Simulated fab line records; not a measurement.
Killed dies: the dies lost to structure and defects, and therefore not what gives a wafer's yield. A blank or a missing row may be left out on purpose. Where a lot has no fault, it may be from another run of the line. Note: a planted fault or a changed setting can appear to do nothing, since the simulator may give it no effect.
fab line records -- flow sky130
[record] lots = 6, wafers = 18, last-day = 49
route steps=708 shown VIA2@527 METAL3@532 CAPM@537
lots that met no fault: taken from a fault-free run of the same line
start-h: start of the lot's first displayed wafer, in hours after the record's first day -- wait-h: time in hours since the lot's previous step -- " identical to the entry in the row above -- L1.1+2: several wafers, shown together as one row -- - no value, or no start was given -- * or withheld: withheld -- < > ~ a bound
route shown NAME@n: names a module that has steps shown in the file, with the first one's number in the route -- usual: mean/standard deviation of fault-free wafers -- same: alike in all rows -- chamber/n: place in a boat -- sites: the reading at each site -- _std_site: how widely they spread, as a standard deviation -- _edge_site: the outer-site mean with the inner-site mean subtracted -- radius-mm: for every site, how far away it sits from the centre of the wafer -- mask NAME#n: copy n -- behind: the most recent tool/chamber to have shaped the wafer -- hold: why the lot went on hold/how many hours it stayed there/how the hold came to an end -- device: transistor that didn't switch, given as n, p or np -- end of line: the same wafers' tests at the end of the route -- for a step that has no rows: nothing shown but its recipe -- killed: at the first sort, the dies lost to defects and structure; wafer yield is something else -- map: the dies of a wafer, with x for killed, . for not killed, _ for no die there
set.NAME: the setting the step ran with; set.NAME@STEP: the setting that earlier step ran with -- model.NAME: the simulator's own value behind a step, which no gauge read
a table for each step, a row for each wafer; lots at some steps of the route
services: from which hour (start-h, from the record's first day; less than 0 if before it) a tool's chamber was out of use, for how many hours, and why
[[steps]]
[step SKY_VIA2_SPUTTER_20]
[recipe] material = TiN, target-thk-nm = 20, chamber-pressure-pa = 5, power-w = 4000, time-s = 80
[usual] cathode-dc-power-W = 4000.0/0.56, chamber-pressure-pa = 5.000/0.0093, throttle-valve-pct = 30.0/1
lot.wafer,tool,chamber,start-h,wait-h,cathode-dc-power-W,chamber-pressure-pa,throttle-valve-pct
L303.2,pvd-sputter-03,-,842.03,0.0,3999.6,5.009,28.9
L303.3,pvd-sputter-03,-,842.03,0.0,3999.9,5.001,28.3
L303.5,pvd-sputter-03,-,842.03,0.0,3999.4,4.996,28.3
L305.3,pvd-sputter-02,-,863.33,0.0,4000.2,5.004,29.3
L305.5,pvd-sputter-02,-,863.33,0.0,3999.3,4.999,29.3
L305.6,pvd-sputter-02,-,863.33,0.0,3999.0,4.990,29.6
L306.2,pvd-sputter-02,-,869.48,0.0,4000.3,5.001,29.4
L306.3,pvd-sputter-02,-,869.48,0.0,4000.1,5.003,29.7
L306.6,pvd-sputter-02,-,869.48,0.0,4000.9,4.998,29.2
L317.2,pvd-sputter-04,-,954.13,0.0,3999.3,5.002,32.0
L317.5,pvd-sputter-04,-,954.13,0.0,4000.2,4.995,32.0
L317.6,pvd-sputter-04,-,954.13,0.0,4000.0,5.010,30.2
L319.1,pvd-sputter-04,-,965.17,0.0,3998.9,4.994,30.2
L319.2,pvd-sputter-04,-,965.17,0.0,4001.2,4.992,31.9
L319.3,pvd-sputter-04,-,965.17,0.0,4000.5,4.983,30.7
L323.3,pvd-sputter-04,-,987.30,0.0,4000.1,5.011,29.8
L323.4,pvd-sputter-04,-,987.30,0.0,3999.3,5.023,32.0
L323.6,pvd-sputter-04,-,987.30,0.0,4000.9,5.016,30.1
[step SKY_VIA2_CVD_21]
[recipe] material = W, target-thk-nm = 420, time-s = 126.4, temp-c = 400, pressure-torr = 40
[usual] heater-power-w = 832/53
lot.wafer,tool,chamber,start-h,wait-h,heater-power-w
L303.2,cvd-w-01,0,842.09,0.0,770
L303.3,cvd-w-01,1,842.09,0.0,891
L303.5,cvd-w-01,1,842.09,0.0,922
L305.3,cvd-w-01,0,863.44,0.1,745
L305.5,cvd-w-01,1,863.44,0.1,881
L305.6,cvd-w-01,0,863.44,0.1,751
L306.2,cvd-w-02,0,869.58,0.1,853
L306.3,cvd-w-02,0,869.58,0.1,824
L306.6,cvd-w-02,0,869.58,0.1,813
L317.2,cvd-w-02,0,954.19,0.0,843
L317.5,cvd-w-02,0,954.19,0.0,818
L317.6,cvd-w-02,1,954.19,0.0,850
L319.1,cvd-w-02,0,965.23,0.0,839
L319.2,cvd-w-02,1,965.23,0.0,834
L319.3,cvd-w-02,1,965.23,0.0,853
L323.3,cvd-w-01,0,987.40,0.1,720
L323.4,cvd-w-01,1,987.40,0.1,861
L323.6,cvd-w-01,0,987.40,0.1,711
[step SKY_VIA2_RS_MEAS_22]
[recipe] thk-meas-gauge = four-point-probe, reads = W_of_VIA2_CVD_21+TiN_of_VIA2_SPUTTER_20
[usual] VIA2_W_RS = 0.272/0.0037
lot.wafer,tool,chamber,start-h,wait-h,VIA2_W_RS[ohm/sq]
L303.2,film-metro-01,-,842.24,0.1,0.273
L303.3,film-metro-01,-,842.24,0.1,0.274
L303.5,film-metro-01,-,842.24,0.1,0.274
L305.3,film-metro-02,-,863.56,0.1,0.267
L305.5,film-metro-02,-,863.56,0.1,0.273
L305.6,film-metro-02,-,863.56,0.1,0.270
L306.2,film-metro-01,-,869.82,0.2,0.274
L306.3,film-metro-01,-,869.82,0.2,0.274
L306.6,film-metro-01,-,869.82,0.2,0.279
L317.2,film-metro-04,-,954.34,0.1,0.276
L317.5,film-metro-04,-,954.34,0.1,0.274
L317.6,film-metro-04,-,954.34,0.1,0.270
L319.1,film-metro-01,-,965.36,0.1,0.275
L319.2,film-metro-01,-,965.36,0.1,0.273
L319.3,film-metro-01,-,965.36,0.1,0.271
L323.3,film-metro-01,-,987.53,0.1,0.267
L323.4,film-metro-01,-,987.53,0.1,0.270
L323.6,film-metro-01,-,987.53,0.1,0.267
[step SKY_VIA2_THK_MEAS_23]
[recipe] thk-meas-gauge = xrf, reads = W_of_VIA2_CVD_21
[usual] VIA2_W_THK = 414/7.3
lot.wafer,tool,chamber,start-h,wait-h,VIA2_W_THK[nm]
L303.2,film-metro-01,-,842.35,0.1,416
L303.3,film-metro-01,-,842.35,0.1,415
L303.5,film-metro-01,-,842.35,0.1,415
L305.3,film-metro-02,-,863.66,0.1,419
L305.5,film-metro-02,-,863.66,0.1,409
L305.6,film-metro-02,-,863.66,0.1,415
L306.2,film-metro-01,-,869.93,0.1,412
L306.3,film-metro-01,-,869.93,0.1,411
L306.6,film-metro-01,-,869.93,0.1,408
L317.2,film-metro-04,-,954.45,0.1,405
L317.5,film-metro-04,-,954.45,0.1,403
L317.6,film-metro-04,-,954.45,0.1,411
L319.1,film-metro-01,-,965.48,0.1,413
L319.2,film-metro-01,-,965.48,0.1,417
L319.3,film-metro-01,-,965.48,0.1,420
L323.3,film-metro-01,-,987.63,0.1,428
L323.4,film-metro-01,-,987.63,0.1,422
L323.6,film-metro-01,-,987.63,0.1,426
[step SKY_VIA2_CMP_24]
[recipe] stop-on = SiO2, t-overpolish-s = 20, down-force-psi = 3.5, platen-rpm = 60, target-thk-nm = 0, pad-velocity-m-s = 0.94248
[step SKY_METAL3_SPUTTER_00]
[recipe] material = Ti, target-thk-nm = 15, power-w = 3000, time-s = 10, chamber-pressure-pa = 0.4
[step SKY_METAL3_SPUTTER_01]
[recipe] material = TiN, target-thk-nm = 20, power-w = 6500, time-s = 16.7, chamber-pressure-pa = 0.4
[step SKY_METAL3_SPUTTER_02]
[recipe] material = AlCu, target-thk-nm = 735, power-w = 10600, time-s = 39.1, chamber-pressure-pa = 0.4
[step SKY_METAL3_SPUTTER_03]
[recipe] material = Ti, target-thk-nm = 5, power-w = 3000, time-s = 3.3, chamber-pressure-pa = 0.4
[usual] cathode-dc-power-W = 3000.0/0.47, chamber-pressure-pa = 0.3999/0.00092, throttle-valve-pct = 30.4/0.87
lot.wafer,tool,chamber,start-h,wait-h,cathode-dc-power-W,chamber-pressure-pa,throttle-valve-pct
L303.2,pvd-sputter-02,-,842.79,0.0,3000.5,0.3983,29.7
L303.3,pvd-sputter-02,-,842.79,0.0,3000.2,0.4001,29.7
L303.5,pvd-sputter-02,-,842.79,0.0,3000.0,0.3970,29.4
L305.3,pvd-sputter-01,-,864.09,0.0,2999.9,0.3995,30.1
L305.5,pvd-sputter-01,-,864.09,0.0,2999.5,0.3992,30.2
L305.6,pvd-sputter-01,-,864.09,0.0,3000.0,0.3995,30.3
L306.2,pvd-sputter-04,-,870.37,0.0,3000.5,0.4011,32.2
L306.3,pvd-sputter-04,-,870.37,0.0,3000.0,0.3998,30.8
L306.6,pvd-sputter-04,-,870.37,0.0,3000.5,0.4003,30.1
L317.2,pvd-sputter-01,-,954.88,0.0,2999.8,0.4001,31.4
L317.5,pvd-sputter-01,-,954.88,0.0,2999.8,0.4006,30.1
L317.6,pvd-sputter-01,-,954.88,0.0,2999.9,0.4002,30.3
L319.1,pvd-sputter-02,-,965.92,0.0,2999.4,0.4005,31.9
L319.2,pvd-sputter-02,-,965.92,0.0,3000.8,0.3991,29.5
L319.3,pvd-sputter-02,-,965.92,0.0,2999.1,0.4007,29.5
L323.3,pvd-sputter-01,-,988.05,0.0,2999.9,0.3999,30.4
L323.4,pvd-sputter-01,-,988.05,0.0,3000.0,0.3993,29.5
L323.6,pvd-sputter-01,-,988.05,0.0,3000.5,0.4022,29.8
[step SKY_METAL3_SPUTTER_04]
[recipe] material = TiN, target-thk-nm = 70, power-w = 6500, time-s = 58.3, chamber-pressure-pa = 0.4
[step SKY_CAPM_CVD_00]
[recipe] material = SiO2, target-thk-nm = 15.5, temp-c = 400, time-s = withheld, rf-w = 450
[usual] heater-power-w = 721/110
lot.wafer,tool,chamber,start-h,wait-h,heater-power-w
L303.2,pecvd-03,0,842.86,0.0,754
L303.3,pecvd-03,2,842.86,0.0,662
L303.5,pecvd-03,1,842.86,0.0,943
L305.3,pecvd-03,0,864.16,0.0,766
L305.5,pecvd-03,0,864.16,0.0,804
L305.6,pecvd-03,2,864.16,0.0,644
L306.2,pecvd-01,2,870.43,0.0,801
L306.3,pecvd-01,0,870.43,0.0,699
L306.6,pecvd-01,1,870.43,0.0,662
L317.2,pecvd-03,0,954.95,0.0,623
L317.5,pecvd-03,1,954.95,0.0,812
L317.6,pecvd-03,0,954.95,0.0,625
L319.1,pecvd-03,2,965.99,0.0,658
L319.2,pecvd-03,1,965.99,0.0,790
L319.3,pecvd-03,0,965.99,0.0,745
L323.3,pecvd-04,0,988.12,0.0,683
L323.4,pecvd-04,1,988.12,0.0,536
L323.6,pecvd-04,0,988.12,0.0,661
[step SKY_CAPM_THK_MEAS_01]
[recipe] reads = SiO2_of_CAPM_CVD_00
[usual] CAPM_CVD_00_THK = 15.52/0.28
lot.wafer,tool,chamber,start-h,wait-h,CAPM_CVD_00_THK[nm]
L303.2,film-metro-01,-,842.89,-,15.39
L303.3,film-metro-01,-,842.89,-,15.68
L303.5,film-metro-01,-,842.89,-,16.14
L305.3,film-metro-04,-,864.20,-,15.11
L305.5,film-metro-04,-,864.20,-,15.66
L305.6,film-metro-04,-,864.20,-,15.45
L306.2,film-metro-04,-,870.46,-,15.00
L306.3,film-metro-04,-,870.46,-,15.27
L306.6,film-metro-04,-,870.46,-,15.26
L317.2,film-metro-04,-,954.98,-,15.37
L317.5,film-metro-04,-,954.98,-,15.67
L317.6,film-metro-04,-,954.98,-,15.70
L319.1,film-metro-01,-,966.01,-,15.98
L319.2,film-metro-01,-,966.01,-,15.61
L319.3,film-metro-01,-,966.01,-,15.62
L323.3,film-metro-03,-,988.16,-,15.60
L323.4,film-metro-03,-,988.16,-,15.61
L323.6,film-metro-03,-,988.16,-,15.77
[step SKY_CAPM_SPUTTER_02]
[recipe] material = TiN, target-thk-nm = 200, temp-c = 300, power-w = 6500, time-s = 166.7, chamber-pressure-pa = 0.4
[usual] cathode-dc-power-W = 6500.2/1.1, chamber-pressure-pa = 0.4000/0.00076, throttle-valve-pct = 30.1/1.1
lot.wafer,tool,chamber,start-h,wait-h,cathode-dc-power-W,chamber-pressure-pa,throttle-valve-pct
L303.2,pvd-sputter-03,-,842.94,0.0,6499.0,0.3999,29.5
L303.3,pvd-sputter-03,-,842.94,0.0,6500.5,0.3995,28.2
L303.5,pvd-sputter-03,-,842.94,0.0,6500.7,0.3988,28.5
L305.3,pvd-sputter-04,-,864.24,0.0,-,-,-
L305.5,pvd-sputter-04,-,864.24,0.0,-,-,-
L305.6,pvd-sputter-04,-,864.24,0.0,-,-,-
L306.2,pvd-sputter-03,-,870.51,0.0,-,-,-
L306.3,pvd-sputter-03,-,870.51,0.0,-,-,-
L306.6,pvd-sputter-03,-,870.51,0.0,-,-,-
L317.2,pvd-sputter-03,-,955.03,0.0,6498.0,0.4007,29.8
L317.5,pvd-sputter-03,-,955.03,0.0,6500.5,0.3997,29.0
L317.6,pvd-sputter-03,-,955.03,0.0,6500.6,0.4010,29.4
L319.1,pvd-sputter-04,-,966.07,0.1,6500.0,0.3999,30.1
L319.2,pvd-sputter-04,-,966.07,0.1,6500.9,0.3994,30.0
L319.3,pvd-sputter-04,-,966.07,0.1,6498.6,0.4018,30.7
L323.3,pvd-sputter-03,-,988.20,0.0,6501.7,0.3994,28.2
L323.4,pvd-sputter-03,-,988.20,0.0,6499.5,0.4006,29.7
L323.6,pvd-sputter-03,-,988.20,0.0,6500.9,0.4002,29.5
[step SKY_CAPM_RS_MEAS_03]
[recipe] thk-meas-gauge = four-point-probe, reads = TiN_of_CAPM_SPUTTER_02
[usual] CAPM_TIN_RS = 6.89/0.079
lot.wafer,tool,chamber,start-h,wait-h,CAPM_TIN_RS[ohm/sq]
L303.2,film-metro-03,-,843.07,0.1,6.81
L303.3,film-metro-03,-,843.07,0.1,6.81
L303.5,film-metro-03,-,843.07,0.1,6.78
L305.3,film-metro-03,-,864.39,0.1,-
L305.5,film-metro-03,-,864.39,0.1,-
L305.6,film-metro-03,-,864.39,0.1,-
L306.2,film-metro-01,-,870.64,0.1,-
L306.3,film-metro-01,-,870.64,0.1,-
L306.6,film-metro-01,-,870.64,0.1,-
L317.2,film-metro-03,-,955.16,0.1,6.93
L317.5,film-metro-03,-,955.16,0.1,6.86
L317.6,film-metro-03,-,955.16,0.1,6.91
L319.1,film-metro-04,-,966.18,0.1,6.77
L319.2,film-metro-04,-,966.18,0.1,6.85
L319.3,film-metro-04,-,966.18,0.1,6.94
L323.3,film-metro-01,-,988.35,0.1,7.01
L323.4,film-metro-01,-,988.35,0.1,6.97
L323.6,film-metro-01,-,988.35,0.1,6.96
[step SKY_CAPM_THK_MEAS_04]
[recipe] thk-meas-gauge = xrf, reads = TiN_of_CAPM_SPUTTER_02
[usual] CAPM_TIN_THK = 203.3/2.3
lot.wafer,tool,chamber,start-h,wait-h,CAPM_TIN_THK[nm]
L303.2,film-metro-03,-,843.18,0.1,204.6
L303.3,film-metro-03,-,843.18,0.1,205.0
L303.5,film-metro-03,-,843.18,0.1,205.6
L305.3,film-metro-03,-,864.49,0.1,<0.0
L305.5,film-metro-03,-,864.49,0.1,<0.0
L305.6,film-metro-03,-,864.49,0.1,<0.0
L306.2,film-metro-01,-,870.75,0.1,<0.0
L306.3,film-metro-01,-,870.75,0.1,<0.0
L306.6,film-metro-01,-,870.75,0.1,<0.0
L317.2,film-metro-03,-,955.27,0.1,203.3
L317.5,film-metro-03,-,955.27,0.1,205.2
L317.6,film-metro-03,-,955.27,0.1,203.2
L319.1,film-metro-04,-,966.30,0.1,205.9
L319.2,film-metro-04,-,966.30,0.1,202.9
L319.3,film-metro-04,-,966.30,0.1,201.5
L323.3,film-metro-01,-,988.45,0.1,200.8
L323.4,film-metro-01,-,988.45,0.1,201.7
L323.6,film-metro-01,-,988.45,0.1,202.6
[step SKY_CAPM_DEHYDRATE_05]
[recipe] temp-c = 200, time-s = 60
[step SKY_CAPM_HMDS_06]
[recipe] prime-time-s = 60, prime-temp-c = 120
[step SKY_CAPM_COAT_07]
[recipe] resist = NOVOLAK, spin-rpm = 3000, resist-thk-nm = 1140
[step SKY_CAPM_SOFTBAKE_08]
[recipe] temp-c = 90, time-s = 60, resist = NOVOLAK
[step SKY_CAPM_EXPOSE_09]
[recipe] mask-id = CAPM, na = 0.6, source-shape = conventional, sigma-outer = 0.6, polarization = unpolarized, target-cd-nm = 1000, dose-mj = 159
[step SKY_CAPM_PEB_10]
[recipe] temp-c = withheld, time-s = *, resist = NOVOLAK
[step SKY_CAPM_DEVELOP_11]
[recipe] resist = NOVOLAK, developer = TMAH, develop-time-s = 60, dev-temp-c = 23
[step SKY_CAPM_OVL_MEAS_12]
[usual] CAPM_OVL = -0.3/1.6
lot.wafer,tool,chamber,start-h,wait-h,CAPM_OVL[nm]
L303.2,overlay-01,-,869.18,0.1,-2.2
L303.3,overlay-01,-,869.18,0.1,-1.6
L303.5,overlay-01,-,869.18,0.1,-2.1
L305.3,overlay-02,-,889.75,0.1,0.7
L305.5,overlay-02,-,889.75,0.1,0.9
L305.6,overlay-02,-,889.75,0.1,0.5
L306.2,overlay-01,-,895.37,0.1,-1.3
L306.3,overlay-01,-,895.37,0.1,-1.0
L306.6,overlay-01,-,895.37,0.1,-1.1
L317.2,overlay-01,-,977.89,0.1,-0.3
L317.5,overlay-01,-,977.89,0.1,1.9
L317.6,overlay-01,-,977.89,0.1,0.8
L319.1,overlay-01,-,989.64,0.1,-0.2
L319.2,overlay-01,-,989.64,0.1,-0.4
L319.3,overlay-01,-,989.64,0.1,-1.0
L323.3,overlay-01,-,1011.70,0.1,-1.9
L323.4,overlay-01,-,1011.70,0.1,-1.3
L323.6,overlay-01,-,1011.70,0.1,-1.3
[step SKY_CAPM_METAL_ETCH_13]
[recipe] target-depth-nm = 220, stop-on = SiO2, chemistry = Cl2/BCl3, target = TiN, pressure-mtorr = 10, icp-w = 900, bias-w = 48.5, Cl2_flow_sccm = 60, bcl3-flow-sccm = 30, time-s = 62.9
[usual] drypump-motor-current-A = 5.72/0.26, mfc-cl2-sccm = 60.01/0.19, oes-product-au = 0.943/0.0075, throttle-valve-pct = 21.900/0.0099
lot.wafer,tool,chamber,start-h,wait-h,drypump-motor-current-A,mfc-cl2-sccm,oes-product-au,rf-hours-counter-h,throttle-valve-pct
L303.2,rie-metal-04,0,869.21,0.0,5.74,60.13,0.943,5,21.880
L303.3,rie-metal-04,1,869.21,0.0,5.41,59.80,0.947,-,21.895
L303.5,rie-metal-04,0,869.21,0.0,5.72,60.08,0.956,-,21.888
L305.3,rie-metal-03,0,889.82,0.1,5.72,59.81,0.381,-,22.270
L305.5,rie-metal-03,0,889.82,0.1,5.72,60.39,0.378,-,22.275
L305.6,rie-metal-03,0,889.82,0.1,5.76,60.24,0.380,-,22.257
L306.2,rie-metal-04,0,895.40,0.0,5.76,59.81,0.380,6,22.248
L306.3,rie-metal-04,1,895.40,0.0,5.44,60.00,0.379,-,22.277
L306.6,rie-metal-04,1,895.40,0.0,5.42,59.83,0.378,-,22.263
L317.2,rie-metal-01,1,977.92,0.0,5.78,60.21,0.934,3,21.901
L317.5,rie-metal-01,1,977.92,0.0,5.78,60.12,0.943,-,21.908
L317.6,rie-metal-01,0,977.92,0.0,5.50,59.90,0.946,-,21.903
L319.1,rie-metal-01,1,989.67,0.0,5.85,60.18,0.946,4,21.886
L319.2,rie-metal-01,1,989.67,0.0,5.82,59.82,0.936,-,21.913
L319.3,rie-metal-01,1,989.67,0.0,5.81,59.82,0.940,-,21.905
L323.3,rie-metal-03,1,1011.77,0.1,6.25,59.96,0.927,-,21.899
L323.4,rie-metal-03,1,1011.77,0.1,6.26,60.09,0.938,-,21.903
L323.6,rie-metal-03,1,1011.77,0.1,6.25,59.81,0.940,-,21.901
[step SKY_CAPM_STRIP_14]
[recipe] chemistry = O2/N2, power-w = 1400, pressure-mtorr = 1500, platen-temp-c = withheld, o2-flow-sccm = 3000, n2-flow-sccm = 300, overash-fraction = 0.5
[usual] drypump-motor-current-A = 5.84/0.16, oes-product-au = 0.710/0.0044, strip-time-to-endpoint-s = 12.66/0.046
lot.wafer,tool,chamber,start-h,wait-h,drypump-motor-current-A,oes-product-au,rf-hours-counter-h,strip-time-to-endpoint-s
L303.2,plasma-asher-03,0,869.29,0.1,5.98,0.703,42,12.68
L303.3,plasma-asher-03,1,869.29,0.1,5.65,0.713,-,12.63
L303.5,plasma-asher-03,1,869.29,0.1,5.63,0.708,-,12.69
L305.3,plasma-asher-03,0,889.96,0.1,6.00,0.712,-,12.68
L305.5,plasma-asher-03,0,889.96,0.1,5.99,0.715,-,12.67
L305.6,plasma-asher-03,1,889.96,0.1,5.68,0.707,-,12.69
L306.2,plasma-asher-03,0,895.48,0.1,6.00,0.718,45,12.74
L306.3,plasma-asher-03,0,895.48,0.1,5.99,0.711,-,12.67
L306.6,plasma-asher-03,1,895.48,0.1,5.63,0.709,-,12.68
L317.2,plasma-asher-03,0,978.00,0.1,5.98,0.705,53,12.67
L317.5,plasma-asher-03,1,978.00,0.1,5.64,0.713,-,12.62
L317.6,plasma-asher-03,0,978.00,0.1,5.97,0.712,-,12.63
L319.1,plasma-asher-03,0,989.88,0.2,5.99,0.713,54,12.61
L319.2,plasma-asher-03,1,989.88,0.2,5.64,0.711,54,12.69
L319.3,plasma-asher-03,0,989.88,0.2,5.98,0.713,-,12.71
L323.3,plasma-asher-03,1,1011.91,0.1,5.66,0.707,-,12.74
L323.4,plasma-asher-03,0,1011.91,0.1,5.99,0.705,-,12.73
L323.6,plasma-asher-03,1,1011.91,0.1,5.64,0.712,-,12.76
[[services]]
tool,chamber,start-h,hours,kind
pvd-sputter-04,3,832.59,-,consumable-replace:kit
pvd-sputter-04,3,832.59,18.0,scheduled-down
cvd-w-02,1,864.17,7.4,repair
pvd-sputter-01,-,877.67,0.8,repair
pecvd-01,-,877.79,0.4,repair
pecvd-01,-,881.65,2.9,repair
rie-metal-04,0,901.40,2.6,repair
cvd-w-01,-,904.00,14.0,pm
pecvd-01,-,907.30,1.1,repair
pecvd-04,-,917.97,1.9,repair
rie-metal-04,1,919.18,1.1,repair
pvd-sputter-01,-,919.69,3.4,repair
rie-metal-03,0,944.44,4.7,repair
pvd-sputter-01,-,956.24,1.9,repair
pvd-sputter-03,-,964.99,3.3,repair
pvd-sputter-04,-,970.30,1.8,repair
pecvd-03,-,972.89,2.8,pm
rie-metal-01,0,978.41,13.1,repair
pvd-sputter-01,-,980.33,1.0,repair
cvd-w-02,-,981.49,6.9,pm
cvd-w-01,-,990.59,6.9,pm
pvd-sputter-02,-,994.26,3.7,repair
cvd-w-01,-,1002.42,6.1,repair
rie-metal-03,-,1004.13,2.8,pm
[[key]]
[first-sign] step = SKY_CAPM_SPUTTER_02, reading = tool-record, direction = missing
[effect] step = SKY_CAPM_RS_MEAS_03, reading = CAPM_TIN_RS, direction = missing
[effect] step = SKY_CAPM_THK_MEAS_04, reading = CAPM_TIN_THK, direction = down, sigmas = 87, usual = 203.3, struck = <0.0
[effect] step = SKY_CAPM_METAL_ETCH_13, reading = oes-product-au, direction = down, sigmas = 75, usual = 0.943, struck = 0.379
met-at SKY_CAPM_SPUTTER_02
struck-wafers L305.3,L305.5,L305.6,L306.2,L306.3,L306.6
later-rows-left-out L305.3,L305.5,L305.6,L306.2,L306.3,L306.6
sort-left-out L305.3,L305.5,L305.6,L306.2,L306.3,L306.6
onset-between 842.94 864.24
[fault] kind = skipped-step-whole, tool = pvd-sputter-03,pvd-sputter-04, chamber = -, onset-h = 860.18, steps = SKY_CAPM_SPUTTER_02, scope = struck-lots-only
// sort-left-out: the simulated sort isn't trusted on such a fault, so these wafers' sort isn't shown, and their yield isn't known
// later-rows-left-out: the simulator's readings of these wafers behind a module that went badly wrong aren't trusted and aren't shown, but for the sort
